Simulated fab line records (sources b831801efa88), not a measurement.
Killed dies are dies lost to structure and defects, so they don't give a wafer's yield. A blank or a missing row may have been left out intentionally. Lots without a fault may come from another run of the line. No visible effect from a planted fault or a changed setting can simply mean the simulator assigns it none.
fab line records	flow sky130
[record] lots = 6	wafers = 18	last-day = 50
route steps=708 shown SONOS_ONO@172 PAD_OPEN@708
lots with no fault: from the same line, run without faults
start-h: hours from the record's opening day to when the first of the lot's shown wafers began	wait-h: hours elapsed since this lot's preceding step	" as in the row above	L1.1+2: a single row standing in for several wafers	- no value, or no start given	* or withheld: withheld	< > ~ a bound
route shown NAME@n: names a module that has steps shown in the file, with the first one's number in the route	usual: mean and standard deviation over wafers with no fault	same: alike in all rows	chamber/n: place in a boat	sites: per-site readings	_std_site: the standard deviation of these	_edge_site: outer sites' mean less inner sites'	radius-mm: for every site, how far away it sits from the centre of the wafer	mask NAME#n: copy n	behind: the last tool/chamber to shape the wafer	hold: why the lot was held/for how many hours/how that ended	device: whichever transistor did not switch (one of n, p or np)	end of line: the same wafers' tests at the end of the route	where a step has no rows: the recipe by itself	killed: dies lost to structure and defects at the first sort, not the wafer's yield	map: shows each die of a wafer: x if killed, . if not, _ if none is there
set.NAME: the setting as run; set.NAME@STEP: as run at that earlier step	model.NAME: the simulator's own value behind a step, which no gauge read
lots at some steps of the route; a table a step, a row a wafer
services: the hour from which a tool's chamber was out of use, counted from the record's first day as start-h (under 0 if before that day), plus the number of hours and why
[[steps]]
[step SKY_SONOS_ONO_CVD_04]
[recipe] material = SiO2	precursor = SiH4/N2O	target-thk-nm = 5.7199	temp-c = 900	pressure-mtorr = 400
[step SKY_SONOS_ONO_THK_MEAS_05]
[recipe] reads = SiO2_of_SONOS_ONO_CVD_04
[usual] SONOS_ONO_CVD_04_THK = 5.75/0.13
lot.wafer	tool	chamber	start-h	wait-h	SONOS_ONO_CVD_04_THK[nm]
L429.1	film-metro-02	-	284.18	0.0	5.83
L429.2	"	-	"	"	5.81
L429.3	"	-	"	"	5.67
L432.2	film-metro-03	-	312.19	0.0	5.69
L432.4	"	-	"	"	5.71
L432.6	"	-	"	"	5.68
L436.4	film-metro-03	-	351.31	0.0	5.75
L436.5	"	-	"	"	5.73
L436.6	"	-	"	"	5.66
L437.1	film-metro-02	-	363.10	0.0	5.75
L437.3	"	-	"	"	5.81
L437.5	"	-	"	"	5.89
L441.2	film-metro-02	-	383.29	0.0	5.85
L441.3	"	-	"	"	5.93
L441.5	"	-	"	"	5.90
L447.2	film-metro-03	-	437.05	0.0	5.60
L447.3	"	-	"	"	5.58
L447.4	"	-	"	"	5.57
[step SKY_SONOS_ONO_DEHYDRATE_06]
[recipe] temp-c = 200	time-s = 60
[step SKY_SONOS_ONO_HMDS_07]
[recipe] prime-time-s = 60	prime-temp-c = 120
[step SKY_SONOS_ONO_COAT_08]
[recipe] resist = NOVOLAK	spin-rpm = 3000	resist-thk-nm = 1140
[step SKY_SONOS_ONO_SOFTBAKE_09]
[recipe] temp-c = 90	time-s = 60	resist = NOVOLAK
[step SKY_SONOS_ONO_EXPOSE_10]
[recipe] mask-id = ONOM	target-cd-nm = 410	na = 0.6	source-shape = conventional	sigma-outer = 0.6	dose-mj = 150
[step SKY_SONOS_ONO_PEB_11]
[recipe] temp-c = withheld	time-s = *	resist = NOVOLAK
[step SKY_SONOS_ONO_DEVELOP_12]
[recipe] develop-time-s = 60	dev-temp-c = 23
[step SKY_SONOS_ONO_CD_MEAS_13]
[recipe] target-cd-nm = 410
[usual] cd-nm = 410.7/2.3
lot.wafer	tool	chamber	start-h	wait-h	cd-nm
L429.1	cd-sem-01	-	309.99	0.1	409.4
L429.2	"	-	"	"	410.3
L429.3	"	-	"	"	410.0
L432.2	cd-sem-01	-	339.79	0.1	411.4
L432.4	"	-	"	"	410.6
L432.6	"	-	"	"	411.1
L436.4	cd-sem-01	-	380.04	0.1	406.2
L436.5	"	-	"	"	407.6
L436.6	"	-	"	"	407.4
L437.1	cd-sem-02	-	391.28	0.1	413.8
L437.3	"	-	"	"	412.1
L437.5	"	-	"	"	411.7
L441.2	cd-sem-02	-	411.74	0.1	410.2
L441.3	"	-	"	"	407.6
L441.5	"	-	"	"	409.0
L447.2	cd-sem-02	-	468.20	0.1	408.3
L447.3	"	-	"	"	411.2
L447.4	"	-	"	"	409.6
[step SKY_SONOS_ONO_OVL_MEAS_14]
[usual] SONOS_ONO_OVL = 0.0/1.4
lot.wafer	tool	chamber	start-h	wait-h	SONOS_ONO_OVL[nm]
L429.1	overlay-01	-	310.11	0.1	-0.4
L429.2	"	-	"	"	0.2
L429.3	"	-	"	"	0.0
L432.2	overlay-02	-	339.90	0.1	0.2
L432.4	"	-	"	"	0.3
L432.6	"	-	"	"	0.7
L436.4	overlay-02	-	380.12	0.1	0.0
L436.5	"	-	"	"	1.0
L436.6	"	-	"	"	0.2
L437.1	overlay-01	-	391.40	0.1	-2.3
L437.3	"	-	"	"	-0.8
L437.5	"	-	"	"	-2.7
L441.2	overlay-02	-	411.85	0.1	0.9
L441.3	"	-	"	"	-0.9
L441.5	"	-	"	"	-0.1
L447.2	overlay-01	-	468.31	0.1	1.4
L447.3	"	-	"	"	0.9
L447.4	"	-	"	"	2.5
[step SKY_SONOS_ONO_ETCH_15]
[recipe] target-depth-nm = 19.52	chemistry = CHF3/O2	source-w = 600	bias-w = 200	pressure-mtorr = 40	chf3-flow-sccm = 50	O2_flow_sccm = 5	time-s = 7.8
[usual] O2_flow_sccm = 5.000/0.019	bias-w = 200.0/0.65	drypump-motor-current-A = 5.6/0.39	oes-product-au = 1.005/0.013	throttle-valve-pct = 8.827/0.009
lot.wafer	tool	chamber	start-h	wait-h	O2_flow_sccm	bias-w	drypump-motor-current-A	oes-product-au	rf-hours-counter-h	throttle-valve-pct
L429.1	rie-diel-03	2	310.14	0.0	5.011	200.1	5.4	1.032	39	8.827
L429.2	"	0	"	"	4.981	200.5	5.6	0.998	3	8.842
L429.3	"	1	"	"	4.967	200.5	6.0	0.991	74	8.810
L432.2	rie-diel-03	2	339.93	0.0	4.983	200.5	5.4	1.029	40	8.826
L432.4	"	1	"	"	4.998	199.7	6.1	0.991	74	8.835
L432.6	"	3	"	"	5.022	201.0	6.0	1.012	-	8.822
L436.4	rie-diel-03	2	380.15	0.0	5.025	198.2	5.4	1.018	-	8.827
L436.5	"	1	"	"	5.025	200.1	6.0	0.990	-	8.837
L436.6	"	3	"	"	5.029	199.5	6.0	0.997	-	8.820
L437.1	rie-diel-03	0	391.44	0.0	4.998	200.4	5.6	0.996	4	8.808
L437.3	"	1	"	"	4.983	199.9	6.0	0.985	75	8.831
L437.5	"	3	"	"	5.034	200.1	6.0	1.001	-	8.823
L441.2	rie-diel-04	1	411.88	0.0	5.023	200.3	6.1	0.997	58	8.832
L441.3	"	2	"	"	4.983	198.6	5.1	1.040	9	8.829
L441.5	"	1	"	"	4.999	198.7	6.1	0.994	-	8.833
L447.2	rie-diel-04	3	468.34	0.0	5.018	199.0	5.1	0.995	10	8.827
L447.3	"	2	"	"	5.003	199.0	5.2	1.027	10	8.840
L447.4	"	1	"	"	5.008	200.4	6.1	0.993	60	8.836
[step SKY_SONOS_ONO_WET_ETCH_16]
[recipe] chemistry = dHF	target-depth-nm = 14	dry = n2-spin	target = SiO2	dilution = 100:1	temp-c = 25	time-s = 280
[usual] bath-heat-duty-pct = 6.1/0.74	run-length-s = 308/3.6
lot.wafer	tool	chamber	start-h	wait-h	bath-heat-duty-pct	run-length-s	model.SiO2_of_FIELD_ISO_CVD_24.thk-nm	model.SiO2_of_NWELL_OXIDATION_01.thk-nm
L429.1	wet-bench-01	0	310.16	0.0	6.6	312	386.3	0
L429.2	"	0	"	"	6.0	312	384.1	0
L429.3	"	0	"	"	5.7	312	384.5	0
L432.2	wet-bench-04	0	339.95	0.0	5.6	315	386.2	0
L432.4	"	0	"	"	6.5	315	384.6	0
L432.6	"	0	"	"	5.7	315	383.4	0
L436.4	wet-bench-01	3	380.16	0.0	-	-	399.1	4.891
L436.5	"	3	"	"	-	-	399	5.098
L436.6	"	3	"	"	-	-	399.9	5.075
L437.1	wet-bench-03	1	391.46	0.0	-	-	397.7	5.528
L437.3	"	1	"	"	-	-	399.5	5.58
L437.5	"	1	"	"	-	-	398.4	5.469
L441.2	wet-bench-01	0	411.90	0.0	7.6	305	382.8	0
L441.3	"	0	"	"	7.6	305	382.7	0
L441.5	"	0	"	"	6.2	305	383.5	0
L447.2	wet-bench-04	3	468.36	0.0	6.3	312	383.2	0
L447.3	"	3	"	"	6.4	312	384.4	0
L447.4	"	3	"	"	5.7	312	384.7	0
[step SKY_SONOS_ONO_STRIP_17]
[recipe] chemistry = O2/N2	power-w = 1400	pressure-mtorr = 1500	platen-temp-c = withheld	o2-flow-sccm = 3000	n2-flow-sccm = 300	overash-fraction = 0.5
[usual] drypump-motor-current-A = 5.9/0.6	oes-product-au = 0.709/0.0048	strip-time-to-endpoint-s = 14.10/0.042
lot.wafer	tool	chamber	start-h	wait-h	drypump-motor-current-A	oes-product-au	rf-hours-counter-h	strip-time-to-endpoint-s
L429.1	plasma-asher-02	0	310.26	0.0	6.3	0.709	17	14.02
L429.2	"	1	"	"	5.9	0.720	17	14.09
L429.3	"	1	"	"	5.9	0.705	-	14.10
L432.2	plasma-asher-04	0	340.05	0.0	6.8	0.707	52	14.12
L432.4	"	1	"	"	5.3	0.712	-	14.18
L432.6	"	1	"	"	5.2	0.707	-	14.13
L436.4	plasma-asher-02	0	380.28	0.0	6.3	0.713	-	14.09
L436.5	"	1	"	"	5.8	0.711	-	14.20
L436.6	"	0	"	"	6.3	0.711	-	14.13
L437.1	plasma-asher-02	1	391.55	0.0	5.9	0.713	25	14.02
L437.3	"	0	"	"	6.3	0.709	-	14.08
L437.5	"	0	"	"	6.3	0.705	-	14.05
L441.2	plasma-asher-01	0	411.99	0.0	5.2	0.702	73	14.12
L441.3	"	0	"	"	5.2	0.699	-	14.06
L441.5	"	1	"	"	5.5	0.709	-	14.14
L447.2	plasma-asher-04	1	468.45	0.0	5.3	0.708	66	14.13
L447.3	"	0	"	"	6.8	0.698	-	14.16
L447.4	"	1	"	"	5.3	0.703	-	14.14
[step SKY_SONOS_ONO_WET_ETCH_18]
[recipe] chemistry = H3PO4	target-depth-nm = 15	target = Si3N4	temp-c = 160	time-s = 172
[usual] bath-guard-temp-C = 160.0/0.7	bath-heat-duty-pct = 24.7/2.2
lot.wafer	tool	chamber	start-h	wait-h	bath-guard-temp-C	bath-heat-duty-pct	model.SiO2_of_FIELD_ISO_CVD_24.thk-nm
L429.1	wet-bench-03	0	310.36	0.1	159.9	21.9	386.1
L429.2	"	0	"	"	159.8	24.1	383.9
L429.3	"	0	"	"	160.2	23.6	384.4
L432.2	wet-bench-01	1	340.15	0.1	160.2	24.1	386
L432.4	"	1	"	"	160.5	25.2	384.5
L432.6	"	1	"	"	160.3	24.7	383.2
L436.4	wet-bench-04	0	380.34	0.0	158.8	29.6	398.9
L436.5	"	0	"	"	158.8	29.3	398.8
L436.6	"	0	"	"	158.8	27.9	399.7
L437.1	wet-bench-03	1	391.65	0.1	159.2	24.4	397.6
L437.3	"	1	"	"	159.3	23.2	399.3
L437.5	"	1	"	"	159.3	24.1	398.2
L441.2	wet-bench-03	3	412.09	0.1	160.8	21.4	382.7
L441.3	"	3	"	"	160.5	22.7	382.6
L441.5	"	3	"	"	160.9	22.2	383.3
L447.2	wet-bench-01	2	468.55	0.1	160.4	25.1	383.1
L447.3	"	2	"	"	160.3	22.7	384.3
L447.4	"	2	"	"	160.5	22.1	384.6
[step SKY_PAD_OPEN_PROBE_99]
[usual] killed_at_M0_to_M3 = 43/6.6	killed_at_M4_up = 3.2/1.9	killed-at-contacts = 25/5.3	killed-at-front-end = 16/4.5	killed-at-other = 0.3/0.63	killed-dies = 87/8.9	killed-on-rim = 17/3.7	killed-open = 48/7.9	killed-short = 39/5.3
[same] gross-dies = 492	killed-at-back-side = 0
lot.wafer	tool	chamber	start-h	wait-h	hold	killed_at_M0_to_M3	killed_at_M4_up	killed-at-contacts	killed-at-front-end	killed-at-other	killed-dies	killed-on-rim	killed-open	killed-short
L429.1	prober-01	-	1095.89	0.1	-	39	5	27	16	0	87	19	47	40
L429.2	prober-01	-	1095.94	0.1	-	33	3	28	16	0	80	12	41	39
L429.3	prober-01	-	1095.99	0.2	-	36	2	22	12	1	73	12	41	31
L432.2	prober-02	-	1118.12	0.1	-	35	0	23	14	4	76	16	46	30
L432.4	prober-02	-	1118.22	0.2	-	40	5	27	9	2	83	12	46	37
L432.6	prober-02	-	1118.32	0.2	-	50	7	22	6	0	85	7	57	28
L436.4	prober-02	-	1148.40	0.2	await-dispo/4.3h/scrap	46	5	23	418	0	492	96	59	30
L436.5	prober-02	-	1148.45	0.2	await-dispo/4.3h/scrap	48	2	20	422	0	492	96	41	41
L436.6	prober-02	-	1148.50	0.2	await-dispo/4.3h/scrap	40	1	24	427	0	492	96	43	43
L437.1	prober-02	-	1154.10	0.1	await-dispo/3.7h/scrap	41	5	16	430	0	492	96	42	37
L437.3	prober-02	-	1154.20	0.2	await-dispo/3.7h/scrap	53	0	19	419	1	492	96	47	39
L437.5	prober-02	-	1154.30	0.2	await-dispo/3.7h/scrap	42	2	16	432	0	492	96	42	34
L441.2	prober-01	-	1172.05	0.1	-	50	2	26	14	0	92	17	54	38
L441.3	prober-01	-	1172.10	0.2	-	46	3	31	20	1	101	16	61	40
L441.5	prober-01	-	1172.20	0.2	-	44	5	32	18	0	99	17	53	46
L447.2	prober-01	-	1193.05	0.1	-	45	6	28	18	0	97	16	44	52
L447.3	prober-01	-	1193.10	0.2	-	41	2	29	20	0	92	17	52	40
L447.4	prober-01	-	1193.15	0.2	-	36	4	38	23	0	101	23	52	49
// killed by level:class
L429.1 VIA1:geometric-particle:open=13 CONTACT:geometric-particle:open=8 CONTACT:geometric-particle:short=8 METAL2:geometric-particle:short=7 LOCAL_INTERCONNECT:geometric-particle:short=6 VIA2:geometric-particle:open=6 FIELD_ISO:geometric-particle:open=4 SPACER:geometric-particle:open=3
L429.2 VIA1:geometric-particle:open=10 CONTACT:geometric-particle:open=9 LI_CONTACT:geometric-particle:open=7 LOCAL_INTERCONNECT:geometric-particle:short=7 FIELD_ISO:geometric-particle:open=5 METAL1:geometric-particle:short=5 VIA2:geometric-particle:short=5 METAL2:geometric-particle:short=4
L429.3 VIA1:geometric-particle:open=10 CONTACT:geometric-particle:open=8 CONTACT:geometric-particle:short=5 LI_CONTACT:geometric-particle:open=5 VIA2:geometric-particle:short=5 POLY_GATE:geometric-particle:open=4 VIA1:geometric-particle:short=4 METAL2:geometric-particle:short=4
L432.2 CONTACT:geometric-particle:open=12 VIA2:geometric-particle:open=8 VIA1:geometric-particle:open=7 LI_CONTACT:geometric-particle:open=6 VIA1:geometric-particle:short=5 POLY_GATE:geometric-particle:open=4 POLY_GATE:geometric-particle:short=4 METAL1:geometric-particle:short=4
L432.4 CONTACT:geometric-particle:open=12 VIA1:geometric-particle:open=8 LOCAL_INTERCONNECT:geometric-particle:short=6 VIA2:geometric-particle:open=5 LI_CONTACT:geometric-particle:open=4 METAL2:geometric-particle:open=4 METAL2:geometric-particle:short=4 METAL3:geometric-particle:short=4
L432.6 VIA2:geometric-particle:open=14 VIA1:geometric-particle:open=11 CONTACT:geometric-particle:open=8 LI_CONTACT:geometric-particle:open=6 METAL2:geometric-particle:short=5 VIA3:geometric-particle:open=5 METAL1:geometric-particle:short=4 VIA3:geometric-particle:short=4
L436.4 SONOS_ONO:area-etch=403 VIA1:geometric-particle:open=15 CONTACT:geometric-particle:open=10 VIA2:geometric-particle:open=8 VIA3:geometric-particle:open=7 CONTACT:geometric-particle:short=6 FIELD_ISO:geometric-particle:open=5 FIELD_ISO:geometric-particle:short=4
L436.5 SONOS_ONO:area-etch=410 VIA1:geometric-particle:open=13 VIA1:geometric-particle:short=8 CONTACT:geometric-particle:open=7 VIA2:geometric-particle:open=5 FIELD_ISO:geometric-particle:short=4 LI_CONTACT:geometric-particle:open=4 LOCAL_INTERCONNECT:geometric-particle:short=4
L436.6 SONOS_ONO:area-etch=406 VIA1:geometric-particle:open=13 CONTACT:geometric-particle:open=8 VIA1:geometric-particle:short=7 FIELD_ISO:geometric-particle:short=6 CONTACT:geometric-particle:short=6 SPACER:geometric-particle:open=5 METAL3:geometric-particle:short=5
L437.1 SONOS_ONO:area-etch=413 VIA1:geometric-particle:open=14 FIELD_ISO:geometric-particle:open=6 CONTACT:geometric-particle:open=6 VIA3:geometric-particle:open=6 VIA2:geometric-particle:short=6 METAL4:geometric-particle:short=5 METAL2:geometric-particle:short=5
L437.3 SONOS_ONO:area-etch=405 VIA3:geometric-particle:open=13 CONTACT:geometric-particle:open=8 METAL2:geometric-particle:short=8 VIA1:geometric-particle:open=7 LI_CONTACT:geometric-particle:open=6 VIA3:geometric-particle:short=6 METAL1:geometric-particle:short=5
L437.5 SONOS_ONO:area-etch=415 VIA1:geometric-particle:open=12 METAL1:geometric-particle:short=7 LI_CONTACT:geometric-particle:open=5 CONTACT:geometric-particle:open=5 VIA2:geometric-particle:open=5 VIA3:geometric-particle:open=5 POLY_GATE:geometric-particle:short=4
L441.2 CONTACT:geometric-particle:open=14 METAL1:geometric-particle:short=9 VIA1:geometric-particle:open=8 LI_CONTACT:geometric-particle:open=7 VIA3:geometric-particle:open=7 FIELD_ISO:geometric-particle:open=6 VIA2:geometric-particle:open=6 VIA1:geometric-particle:short=5
L441.3 CONTACT:geometric-particle:open=13 VIA1:geometric-particle:open=12 VIA3:geometric-particle:open=8 FIELD_ISO:geometric-particle:open=6 POLY_GATE:geometric-particle:open=6 CONTACT:geometric-particle:short=6 LI_CONTACT:geometric-particle:open=5 METAL1:geometric-particle:short=5
L441.5 VIA1:geometric-particle:open=11 CONTACT:geometric-particle:short=11 VIA3:geometric-particle:open=9 CONTACT:geometric-particle:open=8 VIA1:geometric-particle:short=7 LI_CONTACT:geometric-particle:open=6 FIELD_ISO:geometric-particle:open=5 POLY_GATE:geometric-particle:open=5
L447.2 CONTACT:geometric-particle:open=14 METAL2:geometric-particle:short=8 METAL1:geometric-particle:short=7 CONTACT:geometric-particle:short=7 POLY_GATE:geometric-particle:short=5 VIA2:geometric-particle:short=5 VIA1:geometric-particle:open=5 VIA3:geometric-particle:open=5
L447.3 CONTACT:geometric-particle:open=16 VIA1:geometric-particle:open=11 CONTACT:geometric-particle:short=7 FIELD_ISO:geometric-particle:open=5 FIELD_ISO:geometric-particle:short=5 VIA1:geometric-particle:short=5 VIA2:geometric-particle:open=5 LI_CONTACT:geometric-particle:open=4
L447.4 LI_CONTACT:geometric-particle:open=14 CONTACT:geometric-particle:open=11 METAL2:geometric-particle:short=10 FIELD_ISO:geometric-particle:open=6 VIA1:geometric-particle:short=6 POLY_GATE:geometric-particle:short=5 CONTACT:geometric-particle:short=5 VIA1:geometric-particle:open=5
// map L436.4 (x killed, . not)
__________xxxxxxxxxx_________
________xxxxxxxxxxxxxx_______
______xxxxxxxxxxxxxxxxxx_____
_____xxxxxxxxxxxxxxxxxxxx____
____xxxxxxxxxxxxxxxxxxxxxx___
___xxxxxxxxxxxxxxxxxxxxxxxx__
__xxxxxxxxxxxxxxxxxxxxxxxxxx_
_xxxxxxxxxxxxxxxxxxxxxxxxxxxx
_xxxxxxxxxxxxxxxxxxxxxxxxxxxx
_xxxxxxxxxxxxxxxxxxxxxxxxxxxx
_xxxxxxxxxxxxxxxxxxxxxxxxxxxx
_xxxxxxxxxxxxxxxxxxxxxxxxxxxx
_xxxxxxxxxxxxxxxxxxxxxxxxxxxx
_xxxxxxxxxxxxxxxxxxxxxxxxxxxx
_xxxxxxxxxxxxxxxxxxxxxxxxxxxx
__xxxxxxxxxxxxxxxxxxxxxxxxxx_
___xxxxxxxxxxxxxxxxxxxxxxxx__
____xxxxxxxxxxxxxxxxxxxxxx___
_____xxxxxxxxxxxxxxxxxxxx____
______xxxxxxxxxxxxxxxxxx_____
________xxxxxxxxxxxxxx_______
__________xxxxxxxxxx_________
// map L437.1 (x killed, . not)
__________xxxxxxxxxx_________
________xxxxxxxxxxxxxx_______
______xxxxxxxxxxxxxxxxxx_____
_____xxxxxxxxxxxxxxxxxxxx____
____xxxxxxxxxxxxxxxxxxxxxx___
___xxxxxxxxxxxxxxxxxxxxxxxx__
__xxxxxxxxxxxxxxxxxxxxxxxxxx_
_xxxxxxxxxxxxxxxxxxxxxxxxxxxx
_xxxxxxxxxxxxxxxxxxxxxxxxxxxx
_xxxxxxxxxxxxxxxxxxxxxxxxxxxx
_xxxxxxxxxxxxxxxxxxxxxxxxxxxx
_xxxxxxxxxxxxxxxxxxxxxxxxxxxx
_xxxxxxxxxxxxxxxxxxxxxxxxxxxx
_xxxxxxxxxxxxxxxxxxxxxxxxxxxx
_xxxxxxxxxxxxxxxxxxxxxxxxxxxx
__xxxxxxxxxxxxxxxxxxxxxxxxxx_
___xxxxxxxxxxxxxxxxxxxxxxxx__
____xxxxxxxxxxxxxxxxxxxxxx___
_____xxxxxxxxxxxxxxxxxxxx____
______xxxxxxxxxxxxxxxxxx_____
________xxxxxxxxxxxxxx_______
__________xxxxxxxxxx_________
[[services]]
tool	chamber	start-h	hours	kind
rie-diel-04	0	295.63	8.6	repair
wet-bench-04	-	308.63	1.9	pm
plasma-asher-01	-	315.76	2.8	pm
rie-diel-03	3	320.86	4.0	repair
plasma-asher-02	-	354.59	2.8	pm
rie-diel-03	0	367.76	13.4	repair
rie-diel-04	0	391.93	23.5	repair
plasma-asher-02	-	419.64	7.3	repair
rie-diel-04	0	420.48	13.2	repair
plasma-asher-01	-	421.25	9.0	pm
plasma-asher-01	0	421.25	9.0	vent-cycle
plasma-asher-01	1	421.25	9.0	vent-cycle
plasma-asher-01	0	430.25	-	clean
plasma-asher-01	1	430.25	-	clean
rie-diel-03	1	439.67	97.6	repair
rie-diel-04	1	442.87	7.0	repair
plasma-asher-02	-	459.94	0.8	repair
plasma-asher-02	-	468.12	1.2	repair
[[key]]
[first-sign] step = SKY_SONOS_ONO_WET_ETCH_16	reading = tool-record	direction = missing
[effect] step = SKY_PAD_OPEN_PROBE_99	reading = killed-at-front-end	direction = up	sigmas = 91	usual = 16	struck = 425
[model-effect] step = SKY_SONOS_ONO_WET_ETCH_16	value = SiO2_of_FIELD_ISO_CVD_24.thk-nm	without = 383.6	struck = 398.9
[model-effect] step = SKY_SONOS_ONO_WET_ETCH_18	value = SiO2_of_FIELD_ISO_CVD_24.thk-nm	without = 383.4	struck = 398.8
[more-kills-born-at] SKY_SONOS_ONO_WET_ETCH_16@wet-bench-03 = 1233	SKY_SONOS_ONO_WET_ETCH_16@wet-bench-01 = 1219
met-at SKY_SONOS_ONO_WET_ETCH_16
struck-wafers L436.4,L436.5,L436.6,L437.1,L437.3,L437.5
later-rows-left-out L436.4,L436.5,L436.6,L437.1,L437.3,L437.5
tester-left-out L436,L437
onset-between 310.16 380.16
[fault] kind = skipped-step-whole	tool = wet-bench-01,wet-bench-03	chamber = -	onset-h = 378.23	steps = SKY_SONOS_ONO_WET_ETCH_16	scope = struck-lots-only
// tester-left-out: of these lots the tester's yield and bins aren't shown, on N5 and GAA mostly nor the transistor test; their killed dies are dies lost to structure and defects alone, not to doping, threshold or leakage, so they don't give the yield
// later-rows-left-out: the simulator's readings of these wafers behind a module that went badly wrong aren't trusted and aren't shown, but for the sort
